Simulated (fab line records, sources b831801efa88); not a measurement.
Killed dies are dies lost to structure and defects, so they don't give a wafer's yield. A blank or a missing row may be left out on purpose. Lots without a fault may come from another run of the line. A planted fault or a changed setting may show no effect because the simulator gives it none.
Which tool did it? | flow sky130 | 14 lots, 42 wafers sampled, at 6 steps of a route of 708

WHAT THE GAUGES READ, wafer by wafer
SKY_FIELD_ISO_THK_MEAS_25.
lot  | measured    | on            | FIELD_ISO_CVD_24_THK (nm)
L258 | day 2 12:41 | film_metro-03 | 592 594 591
L259 | day 2 22:28 | film_metro-01 | 585 613 597
L262 | day 3 12:38 | film_metro-03 | 587 590 589
L261 | day 3 12:38 | film_metro-01 | 610 595 581
L263 | day 3 20:39 | film_metro-04 | 601 603 587
L264 | day 3 21:12 | film_metro-04 | 591 605 580
L271 | day 5 08:47 | film_metro-01 | 607 583 608
L272 | day 5 14:31 | film_metro-03 | 578 570 580
L273 | day 5 19:55 | film_metro-04 | 601 574 610
L274 | day 5 23:35 | film_metro-04 | 582 577 580
L275 | day 6 04:35 | film_metro-01 | 577 581 604
L276 | day 6 10:12 | film_metro-03 | 581 582 579
L277 | day 6 15:59 | film_metro-01 | 577 582 585
L280 | day 7 08:59 | film_metro-01 | 576 617 588

SKY_NWELL_THK_MEAS_02.
lot  | measured    | on            | NWELL_OXIDATION_THK (nm)
L258 | day 3 04:10 | film_metro-03 | 9.63 9.90 9.80
L259 | day 3 11:22 | film_metro-04 | 10.11 10.15 9.95
L262 | day 3 18:13 | film_metro-03 | 9.85 9.85 10.06
L261 | day 3 17:42 | film_metro-04 | 9.91 9.78 9.80
L263 | day 4 02:07 | film_metro-03 | 9.55 9.52 9.80
L264 | day 4 02:49 | film_metro-04 | 10.15 10.06 9.92
L271 | day 5 12:43 | film_metro-02 | 9.78 9.83 9.67
L272 | day 5 19:25 | film_metro-03 | 9.98 9.92 9.81
L273 | day 6 01:44 | film_metro-03 | 9.75 9.69 9.76
L274 | day 6 03:56 | film_metro-02 | 10.01 10.01 10.02
L275 | day 6 08:53 | film_metro-02 | 10.10 9.94 9.86
L276 | day 6 17:14 | film_metro-03 | 9.80 9.69 9.82
L277 | day 6 22:54 | film_metro-02 | 10.06 10.14 10.01
L280 | day 7 13:45 | film_metro-04 | 9.90 10.01 10.14

SKY_NWELL_TW_MEAS_26.
lot  | measured     | on            | NWELL_2_TW
L258 | day 6 02:45  | film_metro-03 | 500 502 499
L259 | day 6 10:55  | film_metro-04 | 502 502 502
L262 | day 6 17:43  | film_metro-04 | 30 30 30
L261 | day 6 16:54  | film_metro-04 | 501 499 499
L263 | day 7 03:39  | film_metro-04 | 30 30 30
L264 | day 7 04:28  | film_metro-04 | 497 496 497
L271 | day 8 19:29  | film_metro-04 | 502 497 498
L272 | day 9 03:53  | film_metro-02 | 492 491 490
L273 | day 9 11:44  | film_metro-02 | 494 493 492
L274 | day 9 13:06  | film_metro-02 | 491 490 489
L275 | day 9 18:48  | film_metro-03 | 499 500 500
L276 | day 10 03:41 | film_metro-04 | 501 503 501
L277 | day 10 11:02 | film_metro-02 | 489 491 493
L280 | day 11 05:02 | film_metro-04 | 497 500 498

WHICH TOOL RAN EACH LOT (tool, then ch and the chambers of the sampled wafers, then the start)
lot  | SKY_PWDE_STRIP_09                   | SKY_NWELL_STRIP_14                   | SKY_NWELL_STRIP_25
L258 | plasma_asher-02 ch 0,1, day 4 13:53 | plasma_asher-04 ch 0,1, day 5 08:07  | plasma_asher-02 ch 0,1, day 6 02:38
L259 | plasma_asher-01 ch 0,1, day 4 21:36 | plasma_asher-04 ch 0,1, day 5 15:41  | plasma_asher-02 ch 0,1, day 6 10:49
L262 | plasma_asher-04 ch 0,1, day 5 04:16 | plasma_asher-04 ch 0,1, day 5 22:58  | plasma_asher-03 ch 0,1, day 6 17:37
L261 | plasma_asher-02 ch 0,1, day 5 03:16 | plasma_asher-02 ch 0,1, day 5 21:35  | plasma_asher-02 ch 0,1, day 6 16:47
L263 | plasma_asher-04 ch 0,1, day 5 13:07 | plasma_asher-04 ch 0,1, day 6 08:22  | plasma_asher-03 ch 0,1, day 7 03:32
L264 | plasma_asher-01 ch 0,1, day 5 13:28 | plasma_asher-02 ch 0,1, day 6 09:03  | plasma_asher-02 ch 0, day 7 04:22
L271 | plasma_asher-04 ch 0,1, day 7 02:28 | plasma_asher-03 ch 0,1, day 7 22:38  | plasma_asher-02 ch 0,1, day 8 19:23
L272 | plasma_asher-04 ch 0,1, day 7 10:26 | plasma_asher-02 ch 0,1, day 8 06:46  | plasma_asher-03 ch 0,1, day 9 03:49
L273 | plasma_asher-02 ch 0,1, day 7 17:11 | plasma_asher-03 ch 0,1, day 8 13:44  | plasma_asher-04 ch 0,1, day 9 11:38
L274 | plasma_asher-04 ch 0,1, day 7 19:22 | plasma_asher-03 ch 0,1, day 8 15:54  | plasma_asher-04 ch 0,1, day 9 13:00
L275 | plasma_asher-01 ch 0,1, day 8 00:08 | plasma_asher-04 ch 0,1, day 8 20:38  | plasma_asher-03 ch 0,1, day 9 18:42
L276 | plasma_asher-04 ch 0, day 8 08:42   | plasma_asher-03 ch 0,1, day 9 05:46  | plasma_asher-02 ch 0,1, day 10 03:34
L277 | plasma_asher-02 ch 0,1, day 8 14:47 | plasma_asher-03 ch 0,1, day 9 12:17  | plasma_asher-03 ch 0,1, day 10 10:55
L280 | plasma_asher-02 ch 1, day 9 07:24   | plasma_asher-03 ch 0,1, day 10 06:09 | plasma_asher-04 ch 0,1, day 11 04:56
- SKY_PWDE_STRIP_09: strips in O2/N2.
- SKY_NWELL_STRIP_14: strips in O2/N2.
- SKY_NWELL_STRIP_25: strips in O2/N2.

WHAT THE TOOLS THEMSELVES READ (means of the sampled wafers that have a number; where no wafer has one, the mark that the record gives instead)
SKY_PWDE_STRIP_09.
lot  | tool            | chamber_pressure_mTorr (mTorr) | drypump_motor_current_A (A) | oes_product_au (a.u.) | strip_time_to_endpoint_s (s)
L258 | plasma_asher-02 | 1500.1                         | 5.2                         | 0.726                 | 36.84
L259 | plasma_asher-01 | 1500.3                         | 6.1                         | 0.727                 | 37.11
L262 | plasma_asher-04 | 1500.0                         | 5.9                         | 0.722                 | 37.16
L261 | plasma_asher-02 | 1498.6                         | 5.1                         | 0.728                 | 37.08
L263 | plasma_asher-04 | 1500.0                         | 5.9                         | 0.723                 | 37.13
L264 | plasma_asher-01 | 1499.9                         | 6.1                         | 0.724                 | 37.06
L271 | plasma_asher-04 | 1498.5                         | 5.9                         | 0.719                 | 36.94
L272 | plasma_asher-04 | 1499.5                         | 5.9                         | 0.719                 | 37.07
L273 | plasma_asher-02 | 1500.1                         | 5.1                         | 0.722                 | 36.88
L274 | plasma_asher-04 | 1500.1                         | 5.9                         | 0.722                 | 37.03
L275 | plasma_asher-01 | 1499.4                         | 6.1                         | 0.724                 | 37.00
L276 | plasma_asher-04 | 1499.1                         | 5.8                         | 0.726                 | 36.91
L277 | plasma_asher-02 | 1499.7                         | 5.2                         | 0.723                 | 36.99
L280 | plasma_asher-02 | 1501.2                         | 5.4                         | 0.722                 | 36.88

SKY_NWELL_STRIP_14.
lot  | tool            | chamber_pressure_mTorr (mTorr) | drypump_motor_current_A (A) | oes_product_au (a.u.) | strip_time_to_endpoint_s (s)
L258 | plasma_asher-04 | 1498.8                         | 5.8                         | 0.725                 | 36.83
L259 | plasma_asher-04 | 1499.1                         | 5.9                         | 0.720                 | 36.97
L262 | plasma_asher-04 | -                              | -                           | -                     | -
L261 | plasma_asher-02 | 1500.9                         | 5.2                         | 0.722                 | 36.89
L263 | plasma_asher-04 | -                              | -                           | -                     | -
L264 | plasma_asher-02 | 1501.5                         | 5.1                         | 0.720                 | 36.72
L271 | plasma_asher-03 | 1501.1                         | 5.8                         | 0.721                 | 36.94
L272 | plasma_asher-02 | 1499.8                         | 5.2                         | 0.718                 | 36.96
L273 | plasma_asher-03 | 1500.2                         | 5.4                         | 0.724                 | 36.90
L274 | plasma_asher-03 | 1500.0                         | 5.8                         | 0.723                 | 37.11
L275 | plasma_asher-04 | 1499.6                         | 5.8                         | 0.723                 | 36.93
L276 | plasma_asher-03 | 1498.2                         | 5.9                         | 0.723                 | 36.95
L277 | plasma_asher-03 | 1500.8                         | 5.4                         | 0.722                 | 36.73
L280 | plasma_asher-03 | 1500.7                         | 5.8                         | 0.722                 | 36.86

SKY_NWELL_STRIP_25.
lot  | tool            | chamber_pressure_mTorr (mTorr) | drypump_motor_current_A (A) | oes_product_au (a.u.) | strip_time_to_endpoint_s (s)
L258 | plasma_asher-02 | 1499.9                         | 5.1                         | 0.722                 | 36.83
L259 | plasma_asher-02 | 1498.6                         | 5.1                         | 0.725                 | 37.03
L262 | plasma_asher-03 | 1499.4                         | 5.4                         | 0.738                 | 81.24
L261 | plasma_asher-02 | 1499.0                         | 5.2                         | 0.721                 | 36.97
L263 | plasma_asher-03 | 1501.1                         | 5.4                         | 0.740                 | 81.33
L264 | plasma_asher-02 | 1500.3                         | 4.9                         | 0.722                 | 36.96
L271 | plasma_asher-02 | 1498.3                         | 5.1                         | 0.721                 | 36.94
L272 | plasma_asher-03 | 1499.4                         | 5.4                         | 0.720                 | 36.94
L273 | plasma_asher-04 | 1499.5                         | 5.9                         | 0.719                 | 36.90
L274 | plasma_asher-04 | 1499.7                         | 5.9                         | 0.723                 | 37.18
L275 | plasma_asher-03 | 1499.6                         | 5.4                         | 0.724                 | 36.78
L276 | plasma_asher-02 | 1502.0                         | 5.1                         | 0.721                 | 36.83
L277 | plasma_asher-03 | 1499.4                         | 5.9                         | 0.725                 | 36.86
L280 | plasma_asher-04 | 1499.5                         | 5.9                         | 0.724                 | 36.98

THE ANSWER, worked out from the rows above alone
Rule: what is usual is taken from the lots themselves. Put in order of their means at a reading, lots are off if they are a third of the lots or fewer, leave a main group of 4 or more, and stand apart from it by a gap of 3 or more times the standard deviation of the main group's means; of several such gaps the widest counts. A main group whose means are all the same, to the digits that the tables above print for the reading, isn't used. A lot without any number at a reading at which 4 lots or more have one is off too. The other lots that the step has rows for count as sound. The gauges are gone through in route order, then the tools' own readings, and for those a lot's mean is taken as printed above. The first step at which some lot is off is used, and at that step the reading that is off furthest; a lot without a number counts as furthest.
Off: L262, L263, at SKY_NWELL_TW_MEAS_26 (NWELL_2_TW). The main group: mean 497, standard deviation 4.2.
A tool fits if, at a process step before that reading, it ran every lot that is off, and no sound lot after the first of them. The gauges at SKY_NWELL_TW_MEAS_26 aren't tried: what is off there is off at SKY_NWELL_STRIP_14 too, on other tools, and a gauge's error can't cause that. None of those tried fits.

WHAT THE SIMULATOR HAD PUT IN
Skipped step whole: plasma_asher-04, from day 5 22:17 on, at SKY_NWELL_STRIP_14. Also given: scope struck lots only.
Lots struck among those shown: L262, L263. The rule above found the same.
